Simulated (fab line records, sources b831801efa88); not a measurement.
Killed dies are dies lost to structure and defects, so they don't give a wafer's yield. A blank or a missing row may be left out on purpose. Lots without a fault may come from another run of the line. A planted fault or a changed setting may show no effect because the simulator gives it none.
Which tool did it? | flow sky130 | 24 lots, 72 wafers sampled, at 3 steps of a route of 708

WHAT THE GAUGES READ, wafer by wafer
SKY_CONTACT_RS_MEAS_25: measures by four-point-probe. Usual: CONTACT_W_RS 0.337 ohm/sq, standard deviation 0.0046.
lot  | measured     | on            | CONTACT_W_RS (ohm/sq) | flag
L074 | day 31 17:42 | film_metro-01 | 0.333 0.336 0.335     |
L075 | day 32 02:53 | film_metro-04 | 0.334 0.334 0.335     |
L076 | day 32 07:51 | film_metro-01 | 0.336 0.344 0.332     |
L077 | day 32 17:44 | film_metro-04 | 0.332 0.338 0.335     |
L078 | day 32 19:08 | film_metro-02 | 0.339 0.341 0.336     |
L079 | day 33 02:26 | film_metro-04 | 0.337 0.334 0.336     |
L080 | day 33 11:20 | film_metro-04 | 0.340 0.340 0.332     |
L081 | day 33 18:15 | film_metro-02 | 0.345 0.335 0.334     |
L082 | day 34 00:19 | film_metro-01 | 0.335 0.344 0.338     |
L083 | day 34 10:31 | film_metro-01 | 0.330 0.348 0.346     |
L084 | day 34 19:47 | film_metro-04 | 0.333 0.339 0.335     |
L085 | day 35 03:13 | film_metro-02 | 0.341 0.331 0.333     |
L086 | day 35 16:52 | film_metro-01 | 0.332 0.333 0.333     |
L087 | day 35 23:02 | film_metro-01 | 0.333 0.343 0.342     |
L088 | day 36 03:56 | film_metro-04 | 0.337 0.341 0.336     |
L091 | day 36 21:01 | film_metro-02 | 0.340 0.335 0.334     |
L090 | day 36 22:19 | film_metro-01 | 0.346 0.339 0.334     |
L089 | day 36 23:33 | film_metro-04 | 0.334 0.338 0.344     |
L092 | day 38 04:23 | film_metro-02 | 0.338 0.340 0.341     |
L093 | day 38 04:51 | film_metro-02 | 0.333 0.333 0.341     |
L094 | day 38 05:51 | film_metro-02 | 0.344 0.344 0.338     |
L095 | day 38 06:40 | film_metro-01 | 0.346 0.338 0.346     |
L096 | day 38 06:58 | film_metro-01 | 0.335 0.347 0.346     |
L097 | day 38 15:09 | film_metro-01 | 0.336 0.335 0.341     |

WHICH TOOL RAN EACH LOT (tool, then ch and the chambers of the sampled wafers, then the start)
lot  | SKY_LOCAL_INTERCONNECT_STRIP_15      | SKY_CONTACT_SPUTTER_23
L074 | plasma_asher-01 ch 0,1, day 30 11:33 | pvd_sputter-03, day 31 17:31
L075 | plasma_asher-04 ch 0, day 30 20:54   | pvd_sputter-03, day 32 02:43
L076 | plasma_asher-04 ch 0,1, day 31 01:53 | pvd_sputter-03, day 32 07:40
L077 | plasma_asher-03 ch 0,1, day 31 11:51 | pvd_sputter-03, day 32 17:34
L078 | plasma_asher-01 ch 0,1, day 31 14:11 | pvd_sputter-01, day 32 18:58
L079 | plasma_asher-04 ch 0,1, day 31 21:33 | pvd_sputter-01, day 33 02:14
L080 | plasma_asher-03 ch 0,1, day 32 06:44 | pvd_sputter-04, day 33 11:08
L081 | plasma_asher-01 ch 0,1, day 32 13:37 | pvd_sputter-04, day 33 18:05
L082 | plasma_asher-03 ch 0,1, day 32 18:55 | pvd_sputter-04, day 34 00:08
L083 | plasma_asher-04 ch 0,1, day 33 06:12 | pvd_sputter-03, day 34 10:21
L084 | plasma_asher-01 ch 0,1, day 33 16:27 | pvd_sputter-04, day 34 19:37
L085 | plasma_asher-04 ch 1, day 33 22:27   | pvd_sputter-03, day 35 03:03
L086 | plasma_asher-01 ch 1, day 34 12:00   | pvd_sputter-04, day 35 16:42
L087 | plasma_asher-01 ch 0,1, day 34 18:02 | pvd_sputter-03, day 35 22:52
L088 | plasma_asher-04 ch 0,1, day 34 23:24 | pvd_sputter-01, day 36 03:45
L091 | plasma_asher-03 ch 0,1, day 35 16:41 | pvd_sputter-04, day 36 20:50
L090 | plasma_asher-01 ch 0,1, day 35 16:45 | pvd_sputter-01, day 36 22:08
L089 | plasma_asher-03 ch 0,1, day 35 18:26 | pvd_sputter-03, day 36 23:22
L092 | plasma_asher-04 ch 0,1, day 36 23:54 | pvd_sputter-03, day 38 04:13
L093 | plasma_asher-01 ch 0,1, day 37 00:15 | pvd_sputter-04, day 38 04:40
L094 | plasma_asher-01 ch 0,1, day 37 01:05 | pvd_sputter-04, day 38 05:32
L095 | plasma_asher-04 ch 0,1, day 37 01:26 | pvd_sputter-03, day 38 06:26
L096 | plasma_asher-04 ch 0,1, day 37 02:18 | pvd_sputter-03, day 38 06:47
L097 | plasma_asher-01 ch 0,1, day 37 10:53 | pvd_sputter-03, day 38 14:50
- SKY_LOCAL_INTERCONNECT_STRIP_15: strips in O2/N2.
- SKY_CONTACT_SPUTTER_23: material TiN, target thk 20 nm, time 80 s.

WHAT THE TOOLS THEMSELVES READ (means of the sampled wafers that have a number; where no wafer has one, the mark that the record gives instead)
SKY_LOCAL_INTERCONNECT_STRIP_15. Usual: drypump_motor_current_A 5.9 A, standard deviation 0.45; n2_flow_sccm 300.1 sccm, standard deviation 0.89; oes_product_au 0.427 a.u., standard deviation 0.005; strip_time_to_endpoint_s 4.737 s, standard deviation 0.025.
lot  | tool            | drypump_motor_current_A (A) | n2_flow_sccm (sccm) | oes_product_au (a.u.) | strip_time_to_endpoint_s (s) | flag
L074 | plasma_asher-01 | 6.1                         | 299.3               | 0.430                 | 4.765                        |
L075 | plasma_asher-04 | 6.5                         | 300.7               | 0.428                 | 4.749                        |
L076 | plasma_asher-04 | 6.1                         | 299.5               | 0.426                 | 4.734                        |
L077 | plasma_asher-03 | 5.7                         | 299.1               | 0.428                 | 4.688                        |
L078 | plasma_asher-01 | 5.7                         | 300.0               | 0.424                 | 4.714                        |
L079 | plasma_asher-04 | 6.3                         | 300.2               | 0.425                 | 4.754                        |
L080 | plasma_asher-03 | 5.6                         | 299.3               | 0.422                 | 4.747                        |
L081 | plasma_asher-01 | 5.7                         | 300.4               | 0.432                 | 4.784                        |
L082 | plasma_asher-03 | 5.6                         | 300.4               | 0.426                 | 4.703                        |
L083 | plasma_asher-04 | 6.3                         | 301.2               | 0.437                 | 4.763                        |
L084 | plasma_asher-01 | 6.1                         | 300.5               | 0.430                 | 4.735                        |
L085 | plasma_asher-04 | 5.8                         | 300.7               | 0.428                 | 4.778                        |
L086 | plasma_asher-01 | 6.4                         | 299.8               | 0.429                 | 4.746                        |
L087 | plasma_asher-01 | 5.7                         | 299.6               | 0.423                 | 4.743                        |
L088 | plasma_asher-04 | 6.3                         | 300.1               | 0.428                 | 4.732                        |
L091 | plasma_asher-03 | 5.6                         | 299.1               | 0.428                 | 4.713                        |
L090 | plasma_asher-01 | 6.1                         | 300.8               | 0.430                 | 4.719                        |
L089 | plasma_asher-03 | 5.6                         | 299.9               | 0.429                 | 4.696                        |
L092 | plasma_asher-04 | 6.0                         | 300.5               | 0.431                 | 4.739                        |
L093 | plasma_asher-01 | 5.7                         | 299.9               | 0.422                 | 4.725                        |
L094 | plasma_asher-01 | 5.7                         | 300.5               | 0.423                 | 4.714                        |
L095 | plasma_asher-04 | 6.0                         | 300.1               | 0.427                 | 4.750                        |
L096 | plasma_asher-04 | 6.3                         | 299.5               | 0.426                 | 4.735                        |
L097 | plasma_asher-01 | 5.7                         | 299.7               | 0.428                 | 4.735                        |

SKY_CONTACT_SPUTTER_23. Usual: chamber_pressure_pa 5.001 Pa, standard deviation 0.0098; throttle_valve_pct 30.5 %, standard deviation 1.2.
lot  | tool           | chamber_pressure_pa (Pa) | throttle_valve_pct (%) | flag
L074 | pvd_sputter-03 | 4.999                    | 31.0                   |
L075 | pvd_sputter-03 | 5.002                    | 30.1                   |
L076 | pvd_sputter-03 | 4.996                    | 31.7                   |
L077 | pvd_sputter-03 | 5.003                    | 31.8                   |
L078 | pvd_sputter-01 | 5.003                    | 30.0                   |
L079 | pvd_sputter-01 | 4.997                    | 30.7                   |
L080 | pvd_sputter-04 | 4.994                    | 29.8                   |
L081 | pvd_sputter-04 | 5.000                    | 29.6                   |
L082 | pvd_sputter-04 | 5.012                    | 31.1                   |
L083 | pvd_sputter-03 | 5.003                    | 30.0                   |
L084 | pvd_sputter-04 | 4.994                    | 30.4                   |
L085 | pvd_sputter-03 | 5.004                    | 31.0                   |
L086 | pvd_sputter-04 | 5.006                    | 31.2                   |
L087 | pvd_sputter-03 | 5.007                    | 31.7                   |
L088 | pvd_sputter-01 | 5.006                    | 29.7                   |
L091 | pvd_sputter-04 | 5.002                    | 30.5                   |
L090 | pvd_sputter-01 | 5.001                    | 29.1                   |
L089 | pvd_sputter-03 | 4.984                    | 30.3                   |
L092 | pvd_sputter-03 | 4.997                    | 30.8                   |
L093 | pvd_sputter-04 | 5.008                    | 29.7                   |
L094 | pvd_sputter-04 | 4.995                    | 29.7                   |
L095 | pvd_sputter-03 | 5.000                    | 31.1                   |
L096 | pvd_sputter-03 | 5.002                    | 31.1                   |
L097 | pvd_sputter-03 | 5.004                    | 30.7                   |

THE ANSWER, worked out from the rows above alone
Rule: a lot is off if the mean of its wafers that have a number lies more than 3 standard deviations from the usual mean. A lot without any number at a reading at which 4 lots or more have one is off too. The other lots that the step has rows for count as sound. The gauges are gone through in route order, then the tools' own readings, and for those a lot's mean is taken as printed above. The first step at which some lot is off is used, and at that step the reading that is off furthest; a lot without a number counts as furthest.
No lot is off at any reading shown: from this, nothing can be told.

WHAT THE SIMULATOR HAD PUT IN
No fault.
